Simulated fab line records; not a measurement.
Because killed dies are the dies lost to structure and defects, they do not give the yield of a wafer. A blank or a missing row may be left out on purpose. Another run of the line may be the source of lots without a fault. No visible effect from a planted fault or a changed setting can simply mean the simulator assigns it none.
Chamber matching | flow gf180mcu | cmp-02 running GF_CONTACT_CMP_27: 4 sister chambers
The step polishes, stops on SiO2, t overpolish 15 s, target thk 0 nm. 8 wafers are shown with their chamber, then 8 later ones without.

== WAFERS WITH THEIR CHAMBER ==
wafer  | chamber | motor-current-A (A) | retaining-ring-pressure-frac
L171.1 | 1       | 11.4                | 1.000
L175.3 | 3       | 10.6                | 1.006
L175.4 | 2       | 10.7                | 1.002
L175.6 | 0       | 11.4                | 0.987
L184.2 | 1       | 11.2                | 1.005
L184.3 | 3       | 11.1                | 0.997
L184.5 | 2       | 10.5                | 1.003
L186.1 | 0       | 12.3                | 1.002

== WAFERS WITH NO CHAMBER GIVEN ==
wafer  | motor-current-A (A) | retaining-ring-pressure-frac
L186.2 | 11.0                | 0.996
L186.4 | 10.7                | 1.001
L187.1 | 10.1                | 1.005
L187.2 | 11.3                | 1.001
L187.6 | 10.7                | 0.997
L188.2 | 12.3                | 0.999
L188.3 | 11.4                | 0.995
L188.5 | 10.6                | 1.006

== THE CHAMBER EACH PASSED THROUGH ==
wafer  | from the rows above               | in truth
L186.2 | can't be placed: 3 or 1 or 2 or 0 | 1
L186.4 | can't be placed: 2 or 3 or 1      | 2
L187.1 | can't be placed: 2 or 3 or 1      | 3
L187.2 | can't be placed: 1 or 3 or 0 or 2 | 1
L187.6 | can't be placed: 3 or 2 or 1      | 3
L188.2 | can't be placed: 0 or 1           | 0
L188.3 | can't be placed: 1 or 0 or 3 or 2 | 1
L188.5 | can't be placed: 2 or 3 or 1      | 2
0 of 8 placed correctly. Cannot be placed on the basis of these rows: 8; the candidates contain the true chamber in 8. Placed wrongly: 0.
How it was worked out, from the rows above alone: a wafer's distance from a chamber is the root of the sum, over the readings, of the square of ((its reading less the chamber's mean) divided by the reading's scatter). If the next closest chamber is less than 2 further off than the closest, the wafer can't be placed; otherwise it belongs to the closest. For every chamber, the mean is computed from those of its wafers that are shown. How the scatter is found: for the shown wafers, subtract from each reading the mean of its chamber, square and add these, divide the total by (wafers less chambers), then take the root.
